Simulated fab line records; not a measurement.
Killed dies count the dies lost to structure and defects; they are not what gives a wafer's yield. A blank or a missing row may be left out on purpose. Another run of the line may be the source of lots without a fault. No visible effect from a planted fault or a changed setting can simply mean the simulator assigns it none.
A struck lot beside a sound one    flow sky130    43 steps out of a route of 708
Sound: wafers L680.2, L680.4, L680.5. Struck: wafer L695.6. (L695.2, L695.4 of the same lot were not struck and are left out.) The cause comes at the end.
Each step with rows lists, per side, the tool, then ch with its chambers, then its first start. Under that, the readings that differ: sound wafers    struck wafers    difference of the means    sigmas: that difference in standard deviations of wafers without a fault.
alike: readings with means less than 2 such deviations apart, plus words and numbers identical on both sides. not compared: withheld readings, readings lacking a value on some wafer, bounds such as >300 that could conceal the same value, and numbers that have no deviation in the record and whose values overlap.
A row with sigmas, a row that says differs or no value, or rows on one side alone: a step with any of these is where the two part. Non-overlapping numbers with no deviation appear without sigmas and do not part them. Lack of a reading on every wafer of one side parts them only where that side has two or more wafers.

first, 8 steps without rows for these wafers: SKY_POLY_CUT_DEHYDRATE_00 (time 60 s); SKY_POLY_CUT_HMDS_01 (prime time 60 s); SKY_POLY_CUT_COAT_02 (resist thk 60 nm); SKY_POLY_CUT_COAT_03 (resist thk 450 nm); SKY_POLY_CUT_SOFTBAKE_04 (time 90 s); SKY_POLY_CUT_EXPOSE_05 (exposes mask NPCM, target cd 270 nm); SKY_POLY_CUT_PEB_06; SKY_POLY_CUT_DEVELOP_07 (develop time 60 s).
SKY_POLY_CUT_CD_MEAS_08: the cd target is 270 nm.
  sound on cdSem-02 at day 24 09:40; struck on cdSem-02 at day 30 05:49
  alike: cdNm
SKY_POLY_CUT_OVL_MEAS_09:
  sound on overlay-02 at day 24 09:46; struck on overlay-02 at day 30 05:55
  alike: POLY_CUT_OVL
SKY_POLY_CUT_ETCH_10: etches BARC in N2/H2, stops on SiO2, time 45.9 s, target depth 60 nm.
  sound on rieDiel-03 ch 0,3, day 24 09:48; struck on rieDiel-01 ch 1, day 30 05:57
  alike: chamberPressureMTorr, drypumpMotorCurrentA, h2FlowSccm, oesProductAu, rfFwdPowerW, throttleValvePct
  not compared: rfHoursCounterH
SKY_POLY_CUT_ETCH_11: etches Si3N4 in CF4/CH2F2/Ar, stops on poly-Si, time 42.5 s, target depth 60 nm.
  sound on rieDiel-03 ch 0,3, day 24 09:50; struck on rieDiel-01 ch 1, day 30 05:59
reading              sound              struck  difference  sigmas
oesProductAu (a.u.)  0.821 0.825 0.819  0.835   +0.013      +2
rfFwdPowerW (W)      591.6 596.5 590.8  587.5   -5.5        -2
  alike: chamberPressureMTorr, drypumpMotorCurrentA, mfcArSccm, throttleValvePct
  not compared: rfHoursCounterH
SKY_POLY_CUT_STRIP_12: strips in O2/N2.
  sound on plasmaAsher-01 ch 0,1, day 24 09:53; struck on plasmaAsher-01 ch 1, day 30 06:02
  alike: chamberPressureMTorr, drypumpMotorCurrentA, oesProductAu, stripTimeToEndpointS
  not compared: rfHoursCounterH
then, 7 steps without rows for these wafers: SKY_SD_P_DEHYDRATE_00 (time 60 s); SKY_SD_P_HMDS_01 (prime time 60 s); SKY_SD_P_COAT_02 (resist thk 1140 nm); SKY_SD_P_SOFTBAKE_03 (time 60 s); SKY_SD_P_EXPOSE_04 (exposes mask PSDM, target cd 380 nm); SKY_SD_P_PEB_05; SKY_SD_P_DEVELOP_06 (develop time 60 s).
SKY_SD_P_CD_MEAS_07: the cd target is 380 nm.
  sound on cdSem-01 at day 25 15:05; struck on cdSem-02 at day 31 09:14
  alike: cdNm
SKY_SD_P_OVL_MEAS_08:
  sound on overlay-01 at day 25 15:11; struck on overlay-02 at day 31 09:20
reading        sound         struck  difference  sigmas
SD_P_OVL (nm)  -0.5 1.7 1.4  -3.0    -3.9        -3
then, 1 step without rows for these wafers: SKY_SD_P_IMPLANT_09.
SKY_SD_P_STRIP_10: strips in O2/N2.
  sound on plasmaAsher-01 ch 0, day 25 15:22; struck on plasmaAsher-01 ch 0, day 31 09:31
  alike: chamberPressureMTorr, drypumpMotorCurrentA, oesProductAu, stripTimeToEndpointS
  not compared: rfHoursCounterH
SKY_SD_P_TW_MEAS_11:
  sound on filmMetro-02 at day 25 15:29; struck on filmMetro-02 at day 31 09:38
  alike: SD_P_TW
then, 8 steps without rows for these wafers: SKY_RES_XHIGH_DEHYDRATE_00 (time 60 s); SKY_RES_XHIGH_HMDS_01 (prime time 60 s); SKY_RES_XHIGH_COAT_02 (resist thk 1140 nm); SKY_RES_XHIGH_SOFTBAKE_03 (time 60 s); SKY_RES_XHIGH_EXPOSE_04 (exposes mask URPM, target cd 1270 nm); SKY_RES_XHIGH_PEB_05; SKY_RES_XHIGH_DEVELOP_06 (develop time 60 s); SKY_RES_XHIGH_IMPLANT_07.
SKY_RES_XHIGH_STRIP_08: strips in O2/N2.
  sound on plasmaAsher-03 ch 0, day 26 20:59; struck on plasmaAsher-04 ch 0, day 32 13:14
reading              sound              struck  difference  sigmas
oesProductAu (a.u.)  0.709 0.704 0.712  0.716   +0.008      +2
  alike: chamberPressureMTorr, drypumpMotorCurrentA, stripTimeToEndpointS
  not compared: rfHoursCounterH
SKY_RES_XHIGH_TW_MEAS_09:
  sound on filmMetro-01 at day 26 21:05; struck on filmMetro-04 at day 32 13:20
  alike: RES_XHIGH_TW
then, 7 steps without rows for these wafers: SKY_SD_N_DEHYDRATE_00 (time 60 s); SKY_SD_N_HMDS_01 (prime time 60 s); SKY_SD_N_COAT_02 (resist thk 1140 nm); SKY_SD_N_SOFTBAKE_03 (time 60 s); SKY_SD_N_EXPOSE_04 (exposes mask NSDM, target cd 380 nm); SKY_SD_N_PEB_05; SKY_SD_N_DEVELOP_06 (develop time 60 s).
-- the record jumps here: 17 days lie between the struck wafers' starts before and after (it left off in module SD_N and takes up again in module PAD_OPEN, whose first step shown is number 708 of the route) --
SKY_PAD_OPEN_PROBE_99:
  sound on prober-02 at day 46 00:41; struck on prober-01 at day 49 23:49
reading             sound     struck  difference  sigmas
killed_at_M0_to_M3  47 51 49  34      -15         -2
killedAtContacts    25 41 25  13      -17         -3
killedAtFrontEnd    14 9 12   44      +32         +8
killedAtOther       0 0 0     2       +2          +4
killedOpen          49 56 45  35      -15         -2
  alike: killed_at_M4_up, killedDies, killedShort

## WHERE THEY PART
Last at SKY_PAD_OPEN_PROBE_99 as far as this record goes, first at SKY_POLY_CUT_ETCH_11.

WHY: what the simulator had put in
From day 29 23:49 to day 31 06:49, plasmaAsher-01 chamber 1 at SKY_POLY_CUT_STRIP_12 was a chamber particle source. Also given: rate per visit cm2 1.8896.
